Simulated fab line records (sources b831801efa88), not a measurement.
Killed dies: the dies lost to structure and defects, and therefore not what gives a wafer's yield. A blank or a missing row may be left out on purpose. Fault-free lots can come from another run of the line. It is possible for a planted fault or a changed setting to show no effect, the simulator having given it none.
A struck lot beside a sound one || flow sky130 || 34 steps out of a route of 708
Sound: these wafers, L919.1, L919.5, L919.6. Wafers L937.1, L937.2, L937.6 were the ones struck. Last of all comes the cause.
Order at every step that has rows: each side's tool, ch and its chambers, its first start. Under that, the readings that differ: sound wafers || struck wafers || difference of the means || sigmas: that difference in standard deviations of wafers without a fault.
alike: readings whose means differ by less than 2 such deviations, and words and numbers that are the same on both sides. not compared: withheld readings, readings that some wafer has no value for, bounds like >300 that may hide the same value, and numbers for which the record gives no deviation and whose values overlap.
Wherever a step has rows on one side only, a row that says differs or no value, or a row with sigmas, the two part there. When numbers do not overlap yet have no deviation, they are printed without sigmas and do not part them. A reading missing from all wafers of one side parts the sides only when that side holds two or more wafers.

first, 10 steps without rows for these wafers: SKY_POLY_CUT_ETCH_10 (etches BARC in N2/H2, stops on SiO2, time 45.9 s, target depth 60 nm); SKY_POLY_CUT_ETCH_11 (etches Si3N4 in CF4/CH2F2/Ar, stops on poly-Si, time 42.5 s, target depth 60 nm); SKY_POLY_CUT_STRIP_12 (strips in O2/N2); SKY_SD_P_DEHYDRATE_00 (time 60 s); SKY_SD_P_HMDS_01 (prime time 60 s); SKY_SD_P_COAT_02 (resist thk 1140 nm); SKY_SD_P_SOFTBAKE_03 (time 60 s); SKY_SD_P_EXPOSE_04 (exposes mask PSDM, target cd 380 nm); SKY_SD_P_PEB_05; SKY_SD_P_DEVELOP_06 (develop time 60 s).
SKY_SD_P_IMPLANT_09:
  sound on implanter-03 ch 0, day 26 03:02; struck on implanter-03 ch 0, day 32 06:04
{"reading": "beam_energy_keV", "sound": "20.003 20.000 20.002", "struck": "19.437 19.435 19.439", "difference": -0.565, "sigmas": "-99 or more"}
{"reading": "model.implant.drp_nm (nm)", "sound": "9.746 9.746 9.746", "struck": "9.554 9.554 9.554", "difference": -0.192, "sigmas": ""}
SKY_SD_P_STRIP_10: strips in O2/N2.
  sound on plasma_asher-02 ch 0,1, day 26 03:11; struck on plasma_asher-02 ch 0,1, day 32 06:13
{"reading": "strip_time_to_endpoint_s (s)", "sound": "17.49 17.54 17.47", "struck": "17.40 17.40 17.42", "difference": -0.09, "sigmas": -2}
  alike: chamber_pressure_mTorr, drypump_motor_current_A, n2_flow_sccm, oes_product_au
  not compared: rf_hours_counter_h
then, 21 steps without rows for these wafers: SKY_RES_XHIGH_DEHYDRATE_00 (time 60 s); SKY_RES_XHIGH_HMDS_01 (prime time 60 s); SKY_RES_XHIGH_COAT_02 (resist thk 1140 nm); SKY_RES_XHIGH_SOFTBAKE_03 (time 60 s); SKY_RES_XHIGH_EXPOSE_04 (exposes mask URPM, target cd 1270 nm); SKY_RES_XHIGH_PEB_05; SKY_RES_XHIGH_DEVELOP_06 (develop time 60 s); SKY_RES_XHIGH_IMPLANT_07; SKY_RES_XHIGH_STRIP_08 (strips in O2/N2); SKY_SD_N_DEHYDRATE_00 (time 60 s); SKY_SD_N_HMDS_01 (prime time 60 s); SKY_SD_N_COAT_02 (resist thk 1140 nm); SKY_SD_N_SOFTBAKE_03 (time 60 s); SKY_SD_N_EXPOSE_04 (exposes mask NSDM, target cd 380 nm); SKY_SD_N_PEB_05; SKY_SD_N_DEVELOP_06 (develop time 60 s); SKY_SD_N_IMPLANT_09; SKY_SD_N_IMPLANT_10; SKY_SD_N_STRIP_11 (strips in O2/N2); SKY_SD_N_CLEAN_13 (cleans in SC1/SC2, time 150 s); SKY_SD_N_RTA_14 (time 2 s).
-- the record jumps here: 2 days lie between the struck wafers' starts before and after --
SKY_SD_N_RS_MEAS_17: a four-point-probe measurement.
  sound on film_metro-03 at day 28 12:49; struck on film_metro-02 at day 34 11:50
{"reading": "SD_P_RS (ohm/sq)", "sound": "147.2 146.8 147.0", "struck": "148.7 149.1 149.1", "difference": "+2.0", "sigmas": "+5"}

WHERE THEY PART
Last at SKY_SD_N_RS_MEAS_17 as far as this record goes, first at SKY_SD_P_IMPLANT_09.

WHY: what the simulator had put in
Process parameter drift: implanter-03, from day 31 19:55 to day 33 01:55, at SKY_SD_P_IMPLANT_09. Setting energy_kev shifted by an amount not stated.
